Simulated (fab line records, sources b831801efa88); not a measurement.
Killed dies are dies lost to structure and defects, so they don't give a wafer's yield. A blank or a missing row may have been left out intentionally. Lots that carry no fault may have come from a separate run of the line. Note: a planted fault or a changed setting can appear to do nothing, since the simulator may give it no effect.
fab line records	flow sfq_line
[record] lots = 14	wafers = 42	last_day = 88
route steps=325 shown I1@74
lots untouched by any fault: they come from a run of this same line in which no faults occurred
start_h: hours from the record's opening day to when the first of the lot's shown wafers began	wait_h: how many hours have passed since the lot's step before this one	" repeats the value in the row above	L1.1+2: a single row standing in for several wafers	- no value, or no start was given	* or withheld: withheld	< > ~ a bound
route shown NAME@n: a module of which the file shows steps, and the number in the route of the first	usual: mean/standard deviation taken from wafers without a fault	same: alike in all rows	chamber/n: place in a boat	sites: per-site readings	_std_site: the values' standard deviation	_edge_site: mean of outer sites minus mean of inner sites	radius_mm: for every site, how far away it sits from the centre of the wafer	mask NAME#n: copy n	behind: the most recent tool/chamber to have shaped the wafer	hold: what put the lot on hold/how long, in hours/how the hold closed	device: which transistor (n, p or np) failed to switch	end of line: at the end of the route, the tests of the same wafers	step lacking rows: just its recipe	killed: dies lost to structure and defects at the first sort, not the wafer's yield	map: shows each die of a wafer: x if killed, . if not, _ if none is there
set.NAME: the setting that was run; set.NAME@STEP: the one run at that earlier step	model.NAME: the simulator's own value behind a step, which no gauge read
the route's steps for a sample of lots (tables are steps, rows are wafers)
services: a tool's chamber out of use, with start hour (start_h, from the record's first day; less than 0 if before it), hours out, and reason
[[steps]]
[step SFQ_TRILAYER_I1_CMP_CMP_046]
[recipe] material = SiO2	down_force_psi = 3	platen_rpm = 60	pad_velocity_m_s = 0.94248
[usual] motor_current_A = 10.1/1.1	time_to_endpoint_s = 216/6.3
lot.wafer	tool	chamber	start_h	wait_h	motor_current_A	time_to_endpoint_s
L508.1	cmp-02	1	550.85	0.0	10.3	214
L508.4	"	0	552.35	1.5	9.1	221
L508.5	"	1	"	"	10.0	218
L515.1	cmp-01	0	633.46	3.1	10.9	223
L515.2	"	1	"	"	9.0	205
L515.6	"	1	635.96	5.6	8.8	225
L516.1	cmp-01	2	645.96	4.0	9.9	212
L516.3	"	3	"	"	12.1	240
L516.5	"	1	647.46	5.5	8.6	230
L517.4	cmp-02	0	647.15	4.0	9.1	217
L517.3	"	1	"	"	10.4	210
L517.6	"	0	649.15	6.0	8.9	214
L518.1	cmp-02	2	650.15	2.2	10.7	212
L518.5	"	2	652.15	4.2	10.6	215
L518.6	"	3	"	"	8.2	206
L519.4	cmp-01	1	657.96	1.6	8.3	223
L519.3	"	3	658.96	2.6	11.8	227
L519.6	"	0	"	"	11.5	230
L524.2	cmp-02	3	702.33	4.7	9.2	209
L524.5	"	2	703.83	6.2	10.4	215
L524.6	"	3	"	"	8.6	219
L525.2	cmp-02	2	705.33	0.5	10.5	215
L525.4	"	3	"	"	8.5	225
L525.1	"	0	"	"	9.5	222
L526.3	cmp-02	2	728.26	0.5	10.0	227
L526.2	"	0	729.26	1.5	9.7	220
L526.6	"	2	730.26	2.5	10.7	226
L527.3	cmp-01	0	739.34	2.0	11.4	215
L527.6	"	0	741.34	4.0	11.5	217
L527.5	"	1	"	"	8.7	212
L528.1	cmp-01	1	745.34	2.0	8.7	217
L528.2	"	0	746.84	3.5	11.1	219
L528.5	"	2	747.84	4.5	9.9	234
L529.3	cmp-02	3	759.60	3.1	8.9	208
L529.2	"	0	"	"	9.6	220
L529.6	"	3	761.60	5.0	8.9	224
L530.4	cmp-01	2	772.76	0.6	10.1	215
L530.1	"	0	773.76	1.6	10.7	209
L530.2	"	1	"	"	8.3	213
L531.2	cmp-01	3	782.26	1.7	11.7	213
L531.1	"	0	"	"	10.5	211
L531.5	"	2	783.76	3.2	10.6	214
[step SFQ_TRILAYER_I1_METRO_MEASURE_047]
[usual] thk_nm = 200.1/0.96
lot.wafer	tool	chamber	start_h	wait_h	thk_nm
L508.1	film_metro-03	-	553.97	0.1	200.9
L508.4	"	-	"	"	200.7
L508.5	"	-	"	"	200.4
L515.1	film_metro-03	-	636.58	0.1	199.7
L515.2	"	-	"	"	199.2
L515.6	"	-	"	"	183.9
L516.1	film_metro-03	-	648.58	0.1	200.7
L516.3	"	-	"	"	184.4
L516.5	"	-	"	"	184.6
L517.3	film_metro-04	-	650.67	0.5	199.0
L517.4	"	-	"	"	200.1
L517.6	"	-	"	"	200.5
L518.1	film_metro-03	-	653.27	0.1	200.5
L518.5	"	-	"	"	201.3
L518.6	"	-	"	"	200.3
L519.3	film_metro-03	-	660.98	0.5	184.6
L519.4	"	-	"	"	200.2
L519.6	"	-	"	"	184.3
L524.2	film_metro-02	-	705.15	0.3	197.1
L524.5	"	-	"	"	198.8
L524.6	"	-	"	"	197.8
L525.1	film_metro-02	-	707.95	0.1	202.1
L525.2	"	-	"	"	200.0
L525.4	"	-	"	"	199.5
L526.2	film_metro-04	-	731.08	0.3	199.3
L526.3	"	-	"	"	200.0
L526.6	"	-	"	"	200.1
L527.3	film_metro-02	-	742.86	0.5	199.6
L527.5	"	-	"	"	201.2
L527.6	"	-	"	"	201.1
L528.1	film_metro-02	-	748.46	0.1	199.8
L528.2	"	-	"	"	200.2
L528.5	"	-	"	"	201.3
L529.2	film_metro-02	-	762.92	0.3	199.8
L529.3	"	-	"	"	200.3
L529.6	"	-	"	"	201.1
L530.1	film_metro-04	-	775.88	0.1	199.7
L530.2	"	-	"	"	200.2
L530.4	"	-	"	"	200.5
L531.1	film_metro-03	-	784.88	0.1	199.3
L531.2	"	-	"	"	199.1
L531.5	"	-	"	"	200.5
[step SFQ_TRILAYER_I1_VIA_ETCH_VIA_ETCH_052]
[recipe] target = SiO2	stop_on = Nb	mask_material = PR	taper_deg = 20	chemistry = CHF3	target_depth_nm = 260	source_w = 500	bias_w = 80	pressure_mtorr = 30	time_s = withheld
[usual] chamber_pressure_mTorr = 30.000/0.027	drypump_motor_current_A = 5.7/0.64	oes_product_au = 0.855/0.005	rf_fwd_power_W = 497.9/1.7
lot.wafer	tool	chamber	start_h	wait_h	chamber_pressure_mTorr	drypump_motor_current_A	oes_product_au	rf_fwd_power_W
L508.1	rie_diel-01	2	557.50	0.0	30.011	6.7	0.848	497.3
L508.4	"	1	"	"	29.998	4.8	0.846	498.4
L508.5	"	1	"	"	30.053	4.7	0.856	495.8
L515.1	rie_diel-01	1	787.96	0.0	29.995	4.8	0.847	500.2
L515.2	"	3	"	"	29.970	6.8	0.851	498.1
L515.6	"	2	"	"	29.927	6.7	0.821	497.2
L516.1	rie_diel-03	0	801.16	0.0	29.966	6.3	0.856	497.5
L516.3	"	2	"	"	30.009	5.3	0.819	497.5
L516.5	"	2	"	"	29.968	5.3	0.823	498.9
L517.3	rie_diel-01	1	802.36	0.0	30.049	4.8	0.854	499.2
L517.4	"	2	"	"	30.058	6.7	0.856	497.7
L517.6	"	3	"	"	29.988	6.8	0.856	494.6
L518.1	rie_diel-02	1	805.96	0.0	30.013	5.2	0.860	499.3
L518.5	"	3	"	"	30.024	5.7	0.856	496.1
L518.6	"	2	"	"	29.996	5.4	0.847	499.3
L519.3	rie_diel-01	3	809.56	0.0	30.000	6.8	0.813	496.4
L519.4	"	1	"	"	30.000	4.8	0.858	498.6
L519.6	"	3	"	"	30.012	6.8	0.820	494.8
L524.2	rie_diel-01	0	855.32	0.0	30.036	5.3	0.852	501.4
L524.5	"	3	"	"	30.001	6.8	0.854	496.8
L524.6	"	0	"	"	29.973	5.3	0.851	500.0
L525.1	rie_diel-02	2	858.92	0.0	29.988	5.3	0.862	498.4
L525.2	"	3	"	"	30.014	5.7	0.859	495.1
L525.4	"	0	"	"	29.983	5.8	0.854	500.2
L526.2	rie_diel-01	3	885.45	0.0	30.000	6.7	0.840	496.1
L526.3	"	0	"	"	30.011	5.3	0.857	497.1
L526.6	"	1	"	"	29.985	4.8	0.857	497.5
L527.3	rie_diel-01	2	896.35	0.0	30.010	6.7	0.858	497.5
L527.5	"	1	"	"	29.944	4.8	0.862	498.0
L527.6	"	2	"	"	30.002	6.7	0.856	499.6
L528.1	rie_diel-01	2	902.35	0.0	29.974	6.7	0.846	500.2
L528.2	"	0	"	"	29.994	5.3	0.860	497.0
L528.5	"	1	"	"	29.976	4.8	0.853	496.2
L529.2	rie_diel-02	1	914.35	0.0	30.003	5.2	0.859	495.3
L529.3	"	2	"	"	30.034	5.4	0.855	497.3
L529.6	"	0	"	"	29.975	5.9	0.855	498.7
L530.1	rie_diel-02	3	928.75	0.0	30.006	5.7	0.856	497.9
L530.2	"	1	"	"	29.976	5.2	0.852	496.1
L530.4	"	0	"	"	29.984	5.9	0.854	500.6
L531.1	rie_diel-03	0	937.58	0.0	30.047	6.3	0.849	497.3
L531.2	"	3	"	"	29.992	5.9	0.863	498.5
L531.5	"	3	"	"	30.000	5.9	0.861	498.9
[[services]]
tool	chamber	start_h	hours	kind
rie_diel-01	2	532.16	6.1	repair
cmp-01	-	568.79	4.8	pm
cmp-01	-	576.58	4.0	pm
cmp-01	-	583.52	2.4	repair
cmp-02	-	585.17	2.7	repair
rie_diel-01	0	587.33	6.4	repair
cmp-02	-	597.60	1.5	repair
rie_diel-01	-	605.49	4.0	repair
rie_diel-01	1	622.52	1.7	repair
cmp-02	-	640.68	3.5	repair
cmp-02	-	657.18	0.5	repair
rie_diel-01	-	693.11	2.8	pm
rie_diel-01	0	717.57	9.6	repair
cmp-02	-	749.37	4.0	pm
rie_diel-01	-	757.86	0.3	repair
cmp-02	-	787.28	0.3	repair
rie_diel-01	2	813.13	2.6	repair
rie_diel-01	1	832.27	9.7	repair
cmp-02	-	868.56	3.3	repair
cmp-02	-	888.24	3.4	pm
cmp-02	-	891.61	11.8	pm
rie_diel-01	3	893.14	1.7	repair
rie_diel-01	3	896.08	6.3	repair
cmp-02	-	908.17	0.7	repair
[[key]]
[first_sign] step = SFQ_TRILAYER_I1_CMP_CMP_046	reading = time_to_endpoint_s	direction = up	sigmas = 2.3	usual = *	struck = *
[effect] step = SFQ_TRILAYER_I1_METRO_MEASURE_047	reading = thk_nm	direction = down	sigmas = 16	usual = 200.1	struck = 184.4
[effect] step = SFQ_TRILAYER_I1_VIA_ETCH_VIA_ETCH_052	reading = oes_product_au	direction = down	sigmas = 7.3	usual = 0.855	struck = 0.819
met_at SFQ_TRILAYER_I1_CMP_CMP_046
struck_lots L515,L516,L519
struck_wafers L515.6,L516.3,L516.5,L519.3,L519.6
[fault] kind = process_parameter_drift	tool = cmp-01	chamber = -	onset_h = 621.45	steps = SFQ_TRILAYER_I1_CMP_CMP_046	channel = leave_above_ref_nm	offset = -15	shape = step	end_h = 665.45	scope = struck_wafers_only	acts_in = these_recipes_only	stated = 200
